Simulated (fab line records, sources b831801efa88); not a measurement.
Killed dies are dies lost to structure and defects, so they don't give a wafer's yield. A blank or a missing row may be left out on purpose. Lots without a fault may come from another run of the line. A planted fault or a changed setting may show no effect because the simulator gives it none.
A struck lot beside a sound one | flow sfq_line | 19 steps out of a route of 325
Sound: wafers L303.3, L303.4, L303.6. Struck: wafers L309.2, L309.4, L309.5. The cause comes at the end.
At each step with rows: each side's tool, then ch and its chambers, then its first start. Under that, the readings that differ: sound wafers | struck wafers | difference of the means | sigmas: that difference in standard deviations of wafers without a fault.
alike: readings whose means differ by less than 2 such deviations, and words and numbers that are the same on both sides. not compared: withheld readings, readings that some wafer has no value for, bounds like >300 that may hide the same value, and numbers for which the record gives no deviation and whose values overlap.
The two part at a step that has a row with sigmas, a row that says differs or no value, or rows on one side only. Numbers that don't overlap but have no deviation are shown without sigmas and don't part them. A reading that every wafer of one side lacks parts them only if that side has two wafers or more.

SFQ_M7_OVL_MEAS_945:
  sound on overlay-02, day 82 09:56; struck on overlay-02, day 83 15:28
  reading     | sound | struck    | difference | sigmas
  M7_OVL (nm) | 3 7 1 | -3 -13 -7 | -11        | -2
SFQ_TRILAYER_M7_BARC_OPEN_METAL_ETCH_229: etches BARC in O2, target depth 125 nm, time 41.7 s.
  sound on rie_metal-04 ch 0,1, day 82 09:59; struck on rie_metal-02 ch 0,1, day 83 15:30
  alike: drypump_motor_current_A, oes_product_au
  not compared: rf_hours_counter_h
then, 3 steps without rows for these wafers: SFQ_TRILAYER_M7_ETCH_METAL_ETCH_180 (etches Nb in Cl2/Ar, stops on SiO2, target depth 240 nm, time 120 s); SFQ_TRILAYER_M7_STRIP_STRIP_181 (strips in O2); SFQ_TRILAYER_M7_STRIP_SOLV_CLEAN_182 (cleans in NMP, time 600 s).
SFQ_TRILAYER_I7_DEP_PECVD_183: deposits SiO2 from SiH4/N2O, time 111.11 s, target thk 500 nm.
  sound on pecvd-01 ch 0,1,2, day 82 10:55; struck on pecvd-04 ch 1,2, day 83 16:29
  alike: chamber_pressure_Torr, heater_power_w, showerhead_vpp_V, throttle_valve_pct
SFQ_TRILAYER_I7_CMP_CMP_184: polishes SiO2.
  sound on cmp-02 ch 1,2,3, day 82 11:59; struck on cmp-01 ch 1,2,3, day 83 17:33
  reading                      | sound             | struck            | difference | sigmas
  retaining_ring_pressure_frac | 0.993 0.999 1.000 | 1.013 1.006 1.008 | +0.012     | +2
  alike: motor_current_A, slurry_flow_ml_min, time_to_endpoint_s
SFQ_I7_BOW_MEAS_946:
  sound on film_metro-02, day 82 14:02; struck on film_metro-01, day 83 19:34
  alike: I7_BOW
SFQ_TRILAYER_I7_METRO_MEASURE_185:
  sound on film_metro-02, day 82 14:31; struck on film_metro-01, day 83 19:52
  alike: thk_nm
then, 3 steps without rows for these wafers: SFQ_TRILAYER_I7_VIA_LITHO_COAT_192 (resist thk 62 nm); SFQ_TRILAYER_I7_VIA_LITHO_COAT_187 (resist thk 650 nm); SFQ_TRILAYER_I7_VIA_LITHO_SOFTBAKE_191.
-- the record jumps here: 4 days lie between the struck wafers' starts before and after --
SFQ_TRILAYER_I7_VIA_LITHO_EXPOSE_188: exposes mask I7, target cd 1000 nm.
  sound on krf_scanner-02 ch 0, day 86 13:17; struck on krf_scanner-01 ch 0, day 87 21:44
  reading              | sound                | struck               | difference | sigmas
  exposure_dose_mJ_cm2 | 21.332 21.339 21.334 | 17.464 17.467 17.454 | -3.873     | -99 or more
  alike: mask, focus_offset_nm
then, 2 steps without rows for these wafers: SFQ_TRILAYER_I7_VIA_LITHO_PEB_190 (peb time 60 s); SFQ_TRILAYER_I7_VIA_LITHO_DEVELOP_189 (time 60 s).
SFQ_I7_OVL_MEAS_947:
  sound on overlay-01, day 86 14:24; struck on overlay-02, day 87 23:02
  alike: I7_OVL
SFQ_TRILAYER_I7_VIA_BARC_OPEN_VIA_ETCH_260: etches BARC in O2, target depth 125 nm, time 41.7 s.
  sound on rie_diel-03 ch 0,1, day 86 14:25; struck on rie_diel-04 ch 0,3, day 87 23:04
  reading             | sound          | struck            | difference | sigmas
  model.I7.cd_nm (nm) | 1000 1000 1001 | 970.3 968.2 968.7 | -31.3      |
  alike: drypump_motor_current_A, oes_product_au
  not compared: rf_hours_counter_h
SFQ_TRILAYER_I7_VIA_ETCH_VIA_ETCH_190: etches SiO2 in CHF3, stops on Nb, target depth 260 nm.
  sound on rie_diel-03 ch 0,1, day 86 14:28; struck on rie_diel-04 ch 0,3, day 87 23:08
  reading             | sound          | struck            | difference | sigmas
  model.I7.cd_nm (nm) | 1001 1001 1001 | 971.9 970.8 970.8 | -29.8      |
  alike: drypump_motor_current_A, oes_product_au
SFQ_TRILAYER_I7_VIA_STRIP_STRIP_191: strips in O2.
  sound on rie_metal-04 ch 0,1, day 86 14:47; struck on rie_metal-04 ch 0, day 87 23:18
  alike: drypump_motor_current_A, oes_product_au
  not compared: rf_hours_counter_h

WHERE THEY PART
First at SFQ_M7_OVL_MEAS_945; last, within this record, at SFQ_TRILAYER_I7_VIA_LITHO_EXPOSE_188. Later steps at which nothing parts them and some readings are alike: SFQ_I7_OVL_MEAS_947, SFQ_TRILAYER_I7_VIA_BARC_OPEN_VIA_ETCH_260, SFQ_TRILAYER_I7_VIA_ETCH_VIA_ETCH_190, SFQ_TRILAYER_I7_VIA_STRIP_STRIP_191.

WHY: what the simulator had put in
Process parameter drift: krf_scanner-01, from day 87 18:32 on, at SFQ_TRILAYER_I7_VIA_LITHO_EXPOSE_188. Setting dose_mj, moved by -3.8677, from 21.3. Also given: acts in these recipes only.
